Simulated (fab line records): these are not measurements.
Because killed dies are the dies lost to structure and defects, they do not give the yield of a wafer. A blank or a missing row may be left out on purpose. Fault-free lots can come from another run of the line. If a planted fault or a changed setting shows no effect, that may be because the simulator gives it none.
fab line records    flow sky130
record: lots: 6  wafers: 18  last-day: 50
route steps=708 shown VT_ADJUST_LVTN@111 VT_ADJUST_NCORE@119 PAD_OPEN@708
lots that met no fault: from a run of the same line without faults
start-h: the number of hours between the record's first day and the start of the first shown wafer of the lot    wait-h: how many hours have passed since the lot's step before this one    " repeats the value in the row above    L1.1+2: one row covering several wafers at once    - no value present, or no start provided    * or withheld: withheld    < > ~ a bound
route shown NAME@n: a module of which the file shows steps, and the number in the route of the first    usual: the fault-free wafers' mean and standard deviation    same: alike in all rows    chamber/n: place in a boat    sites: per-site readings    _std_site: how widely they spread, as a standard deviation    _edge_site: the outer-site mean with the inner-site mean subtracted    radius-mm: how far each site lies from the wafer's centre    mask NAME#n: copy n    behind: the most recent tool/chamber to have shaped the wafer    hold: the reason the lot was held/the length of the hold in hours/how it ended    device: the n, p or np transistor that did not switch    end of line: tests of these same wafers at the route's end    a step given without rows: its recipe and nothing more    killed: dies that structure and defects cost at the first sort, which is not the same as the wafer's yield    map: dies across one wafer; x = killed, . = not, _ = none there
set.NAME: the setting the step ran with; set.NAME@STEP: the setting that earlier step ran with    model.NAME: the simulator's own value behind a step, which no gauge read
certain route steps with their lots: each step a table, each wafer a row
services: the hour from which a tool's chamber was out of use, counted from the record's first day as start-h (under 0 if before that day), plus the number of hours and why
== steps ==
step: SKY_VT_ADJUST_LVTN_SOFTBAKE_14
recipe: temp-c: 90  time-s: 60  resist: NOVOLAK
step: SKY_VT_ADJUST_LVTN_EXPOSE_15
recipe: mask-id: HVN_STD_DERIVED  na: 0.6  source-shape: conventional  sigma-outer: 0.6  polarization: unpolarized  target-cd-nm: 600  dose-mj: 163
step: SKY_VT_ADJUST_LVTN_PEB_16
recipe: temp-c: withheld  time-s: *  resist: NOVOLAK
step: SKY_VT_ADJUST_LVTN_DEVELOP_17
recipe: resist: NOVOLAK  developer: TMAH  develop-time-s: 60  dev-temp-c: 23
step: SKY_VT_ADJUST_LVTN_OVL_MEAS_18
usual: VT_ADJUST_LVTN_01_OVL: 0.6/1.4
lot.wafer  tool        chamber  start-h  wait-h  VT_ADJUST_LVTN_01_OVL[nm]
L736.1     overlay-01  -        213.16   0.1     0.4
L736.3     "           -        "        "       2.4
L736.6     "           -        "        "       2.5
L737.1     overlay-01  -        213.62   0.1     0.5
L737.3     "           -        "        "       1.2
L737.4     "           -        "        "       1.7
L740.1     overlay-02  -        243.96   0.1     0.0
L740.2     "           -        "        "       -0.1
L740.4     "           -        "        "       1.4
L748.2     overlay-01  -        301.81   0.1     -1.8
L748.4     "           -        "        "       0.0
L748.5     "           -        "        "       0.5
L749.2     overlay-01  -        313.01   0.1     0.2
L749.4     "           -        "        "       2.4
L749.6     "           -        "        "       2.0
L751.1     overlay-02  -        322.39   0.1     0.1
L751.3     "           -        "        "       0.5
L751.4     "           -        "        "       1.5
step: SKY_VT_ADJUST_LVTN_IMPLANT_19
recipe: species: B  energy-kev: 30  dose-cm2: 6.5e+11  tilt-deg: withheld
step: SKY_VT_ADJUST_LVTN_STRIP_20
recipe: chemistry: O2/N2  power-w: 1400  pressure-mtorr: 1500  platen-temp-c: withheld  o2-flow-sccm: 3000  n2-flow-sccm: 300  overash-fraction: 0.5
usual: chamber-pressure-mTorr: 1500.1/1.4  drypump-motor-current-A: 5.6/0.39  oes-product-au: 0.716/0.0048  strip-time-to-endpoint-s: 14.19/0.033
lot.wafer  tool             chamber  start-h  wait-h  chamber-pressure-mTorr  drypump-motor-current-A  oes-product-au  rf-hours-counter-h  strip-time-to-endpoint-s
L736.1     plasma-asher-04  0        213.34   0.1     1500.7                  5.8                      0.713           56                  14.21
L736.3     "                0        "        "       1497.2                  5.8                      0.717           -                   14.13
L736.6     "                1        "        "       1500.5                  5.1                      0.716           -                   14.17
L737.1     plasma-asher-04  1        213.81   0.1     1501.2                  5.1                      0.706           56                  14.17
L737.3     "                0        "        "       1501.3                  5.8                      0.711           -                   14.22
L737.4     "                1        "        "       1500.6                  5.1                      0.712           -                   14.14
L740.1     plasma-asher-02  1        244.14   0.1     1501.5                  5.3                      0.716           12                  14.20
L740.2     "                0        "        "       1498.1                  5.9                      0.709           12                  14.19
L740.4     "                1        "        "       1499.3                  5.4                      0.713           -                   14.20
L748.2     plasma-asher-04  0        301.99   0.1     1499.6                  5.8                      0.721           64                  14.19
L748.4     "                1        "        "       1501.4                  5.1                      0.712           -                   14.19
L748.5     "                0        "        "       1499.3                  5.8                      0.721           -                   14.20
L749.2     plasma-asher-02  0        313.19   0.1     1500.1                  5.9                      0.719           19                  14.20
L749.4     "                0        "        "       1501.8                  5.9                      0.720           -                   14.19
L749.6     "                1        "        "       1502.6                  5.4                      0.713           -                   14.21
L751.1     plasma-asher-02  1        322.57   0.1     1500.2                  5.3                      0.714           20                  14.22
L751.3     "                1        "        "       1498.6                  5.3                      0.712           -                   14.20
L751.4     "                0        "        "       1499.7                  5.9                      0.713           -                   14.15
step: SKY_VT_ADJUST_LVTN_TW_MEAS_21
usual: VT_ADJUST_LVTN_2_TW: 188.0/2.2
lot.wafer  tool           chamber  start-h  wait-h  VT_ADJUST_LVTN_2_TW
L736.1     film-metro-03  -        213.44   0.1     191.0
L736.3     "              -        "        "       190.6
L736.6     "              -        "        "       191.1
L737.1     film-metro-03  -        213.91   0.1     190.4
L737.3     "              -        "        "       189.9
L737.4     "              -        "        "       190.8
L740.1     film-metro-04  -        244.24   0.1     185.3
L740.2     "              -        "        "       185.6
L740.4     "              -        "        "       186.6
L748.2     film-metro-03  -        302.10   0.1     190.5
L748.4     "              -        "        "       190.2
L748.5     "              -        "        "       191.4
L749.2     film-metro-03  -        313.30   0.1     189.9
L749.4     "              -        "        "       190.5
L749.6     "              -        "        "       190.8
L751.1     film-metro-04  -        322.67   0.1     186.3
L751.3     "              -        "        "       187.4
L751.4     "              -        "        "       186.5
step: SKY_VT_ADJUST_NCORE_DEHYDRATE_00
recipe: temp-c: 200  time-s: 60
step: SKY_VT_ADJUST_NCORE_HMDS_01
recipe: prime-time-s: 60  prime-temp-c: 120
step: SKY_VT_ADJUST_NCORE_COAT_02
recipe: resist: NOVOLAK  spin-rpm: 3000  resist-thk-nm: 1140
step: SKY_VT_ADJUST_NCORE_SOFTBAKE_03
recipe: temp-c: 90  time-s: 60  resist: NOVOLAK
step: SKY_VT_ADJUST_NCORE_EXPOSE_04
recipe: mask-id: LVTN_COMPLEMENT_THIN  na: 0.6  source-shape: conventional  sigma-outer: 0.6  polarization: unpolarized  target-cd-nm: 380  dose-mj: 139
lot.wafer   tool              chamber  start-h  wait-h  mask                    model.VT_ADJUST_NCORE.overlay-x-nm
L736.1+3+6  iline-stepper-02  0        224.87   -       LVTN_COMPLEMENT_THIN#0  0.4194
L737.1+3+4  iline-stepper-02  0        225.47   -       LVTN_COMPLEMENT_THIN#0  0.7914
L740.1+2+4  iline-stepper-01  0        255.80   -       LVTN_COMPLEMENT_THIN#0  0.4814
L748.2+4+5  iline-stepper-01  0        315.44   -       LVTN_COMPLEMENT_THIN#0  0.1651
L749.2+4+6  iline-stepper-02  0        327.02   -       LVTN_COMPLEMENT_THIN#0  1.348
L751.1+3+4  iline-stepper-02  0        335.11   -       LVTN_COMPLEMENT_THIN#0  -0.03515
step: SKY_VT_ADJUST_NCORE_PEB_05
recipe: temp-c: withheld  time-s: *  resist: NOVOLAK
step: SKY_PAD_OPEN_PROBE_99
usual: killed_at_M0_to_M3: 44/7.3  killed_at_M4_up: 3.5/1.8  killed-at-contacts: 24/5.8  killed-at-front-end: 16/4.3  killed-at-other: 0.5/0.68  killed-dies: 88/9.4  killed-on-rim: 17/3.7  killed-open: 48/6.8  killed-short: 40/6.1
same: gross-dies: 492  killed-at-back-side: 0
lot.wafer  tool       chamber  start-h  wait-h  killed_at_M0_to_M3  killed_at_M4_up  killed-at-contacts  killed-at-front-end  killed-at-other  killed-dies  killed-on-rim  killed-open  killed-short
L736.1     prober-01  -        1121.86  0.1     46                  4                18                  19                   1                88           14             42           45
L736.3     prober-01  -        1121.96  0.2     58                  3                16                  18                   0                95           16             54           40
L736.6     prober-01  -        1122.11  0.2     42                  2                24                  22                   2                92           20             46           42
L737.1     prober-02  -        1125.27  0.1     48                  2                21                  21                   0                92           10             56           36
L737.3     prober-02  -        1125.37  0.2     47                  1                15                  12                   1                76           16             44           32
L737.4     prober-02  -        1125.42  0.2     54                  6                16                  19                   0                95           19             44           50
L740.1     prober-01  -        1146.46  0.1     44                  6                21                  19                   0                90           22             47           43
L740.2     prober-01  -        1146.51  0.1     55                  2                18                  12                   0                87           17             52           35
L740.4     prober-01  -        1146.61  0.2     51                  3                7                   18                   0                79           13             46           33
L749.2     prober-01  -        1195.33  0.1     42                  5                22                  21                   0                90           25             43           47
L749.4     prober-01  -        1195.43  0.2     42                  7                25                  15                   0                89           22             51           38
L749.6     prober-01  -        1195.53  0.2     36                  4                32                  11                   0                83           12             51           32
L751.1     prober-02  -        1198.05  0.1     41                  3                27                  13                   1                85           15             46           39
L751.3     prober-02  -        1198.15  0.2     28                  4                24                  14                   2                72           13             43           27
L751.4     prober-02  -        1198.20  0.2     45                  3                18                  12                   0                78           11             45           33
killed by level:class
L736.1 VIA1:geometric-particle:open=13 POLY_GATE:geometric-particle:short=8 METAL3:geometric-particle:short=7 VIA3:geometric-particle:open=7 METAL1:geometric-particle:short=6 LI_CONTACT:geometric-particle:open=6 LOCAL_INTERCONNECT:geometric-particle:short=5 POLY_GATE:geometric-particle:open=4
L736.3 VIA1:geometric-particle:open=15 METAL1:geometric-particle:short=9 LI_CONTACT:geometric-particle:open=7 VIA2:geometric-particle:open=6 CONTACT:geometric-particle:open=6 VIA3:geometric-particle:open=6 POLY_GATE:geometric-particle:open=5 VIA1:geometric-particle:short=5
L736.6 LI_CONTACT:geometric-particle:open=7 VIA1:geometric-particle:short=7 VIA2:geometric-particle:open=7 CONTACT:geometric-particle:open=6 VIA3:geometric-particle:open=6 FIELD_ISO:geometric-particle:open=5 POLY_GATE:geometric-particle:short=5 CONTACT:geometric-particle:short=5
L737.1 VIA1:geometric-particle:open=11 CONTACT:geometric-particle:open=9 VIA3:geometric-particle:open=7 POLY_GATE:geometric-particle:open=5 POLY_GATE:geometric-particle:short=5 LI_CONTACT:geometric-particle:open=5 VIA1:geometric-particle:short=5 VIA2:geometric-particle:open=5
L737.3 VIA1:geometric-particle:open=15 VIA3:geometric-particle:open=8 CONTACT:geometric-particle:open=7 METAL2:geometric-particle:short=5 FIELD_ISO:geometric-particle:short=4 VIA3:geometric-particle:short=4 FIELD_ISO:geometric-particle:open=3 LI_CONTACT:geometric-particle:open=3
L737.4 METAL1:geometric-particle:short=9 VIA3:geometric-particle:open=8 METAL2:geometric-particle:short=7 VIA1:geometric-particle:open=7 FIELD_ISO:geometric-particle:open=6 METAL4:geometric-particle:short=6 VIA2:geometric-particle:open=6 POLY_GATE:geometric-particle:short=5
L740.1 LI_CONTACT:geometric-particle:open=9 CONTACT:geometric-particle:open=8 METAL1:geometric-particle:short=8 VIA1:geometric-particle:open=8 METAL2:geometric-particle:short=7 METAL4:geometric-particle:short=5 VIA2:geometric-particle:open=5 SPACER:geometric-particle:short=4
L740.2 VIA1:geometric-particle:open=15 LI_CONTACT:geometric-particle:open=8 METAL1:geometric-particle:short=8 VIA3:geometric-particle:open=8 CONTACT:geometric-particle:open=7 VIA2:geometric-particle:open=7 VIA2:geometric-particle:short=5 VIA3:geometric-particle:short=4
L740.4 VIA1:geometric-particle:open=17 FIELD_ISO:geometric-particle:open=7 VIA3:geometric-particle:open=7 METAL1:geometric-particle:short=7 METAL2:geometric-particle:short=6 POLY_GATE:geometric-particle:short=4 VIA1:geometric-particle:short=4 CONTACT:geometric-particle:open=3
L749.2 VIA1:geometric-particle:open=9 METAL1:geometric-particle:short=7 POLY_GATE:geometric-particle:short=7 CONTACT:geometric-particle:open=7 VIA2:geometric-particle:open=7 METAL2:geometric-particle:short=6 FIELD_ISO:geometric-particle:short=5 LI_CONTACT:geometric-particle:open=5
L749.4 CONTACT:geometric-particle:open=12 VIA1:geometric-particle:open=11 VIA3:geometric-particle:open=9 LI_CONTACT:geometric-particle:open=6 METAL2:geometric-particle:short=6 METAL4:geometric-particle:short=6 FIELD_ISO:geometric-particle:open=4 POLY_GATE:geometric-particle:open=4
L749.6 CONTACT:geometric-particle:open=14 VIA1:geometric-particle:open=8 LI_CONTACT:geometric-particle:open=6 VIA2:geometric-particle:open=5 LOCAL_INTERCONNECT:geometric-particle:short=4 METAL2:geometric-particle:short=4 FIELD_ISO:geometric-particle:open=3 LI_CONTACT:geometric-particle:short=3
L751.1 VIA2:geometric-particle:open=7 VIA2:geometric-particle:short=7 VIA3:geometric-particle:open=7 LOCAL_INTERCONNECT:geometric-particle:short=6 LI_CONTACT:geometric-particle:open=6 CONTACT:geometric-particle:open=6 VIA1:geometric-particle:open=6 METAL2:geometric-particle:short=5
L751.3 CONTACT:geometric-particle:open=14 LI_CONTACT:geometric-particle:open=5 VIA3:geometric-particle:open=5 SPACER:geometric-particle:short=4 METAL1:geometric-particle:short=4 VIA1:geometric-particle:open=4 VIA2:geometric-particle:open=4 POLY_GATE:geometric-particle:open=3
L751.4 VIA2:geometric-particle:open=10 METAL2:geometric-particle:short=8 LI_CONTACT:geometric-particle:open=7 CONTACT:geometric-particle:open=5 POLY_GATE:geometric-particle:open=4 METAL1:geometric-particle:short=4 VIA1:geometric-particle:open=4 VIA2:geometric-particle:short=4
== services ==
tool              chamber  start-h  hours  kind
plasma-asher-02   -        193.85   0.6    repair
iline-stepper-01  -        225.37   2.9    repair
iline-stepper-02  -        248.26   10.2   repair
iline-stepper-01  0        252.91   -      calibration
iline-stepper-02  -        267.67   0.6    repair
iline-stepper-02  0        292.24   -      calibration
plasma-asher-04   -        292.24   2.8    repair
plasma-asher-02   -        326.86   28.1   pm
iline-stepper-01  -        334.24   3.1    repair
iline-stepper-01  -        334.69   4.7    repair
== key ==
first-sign none at tools or gauges
model-effect: step: SKY_VT_ADJUST_NCORE_EXPOSE_04  value: VT_ADJUST_NCORE.overlay-x-nm  without: -0.3179  struck: 0.6562
met-at SKY_VT_ADJUST_NCORE_EXPOSE_04
struck-wafers L749.2,L749.4,L749.6,L751.1,L751.3,L751.4
tester-left-out L749,L751
onset-between 225.47 327.02
also-fits time
fault: kind: scanner-matching-overlay  tool: iline-stepper-02  chamber: -  onset-h: 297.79  steps: SKY_VT_ADJUST_NCORE_EXPOSE_04  offset: 0.9741
tester-left-out: of these lots the tester's yield and bins aren't shown, on N5 and GAA mostly nor the transistor test; their killed dies are dies lost to structure and defects alone, not to doping, threshold or leakage, so they don't give the yield
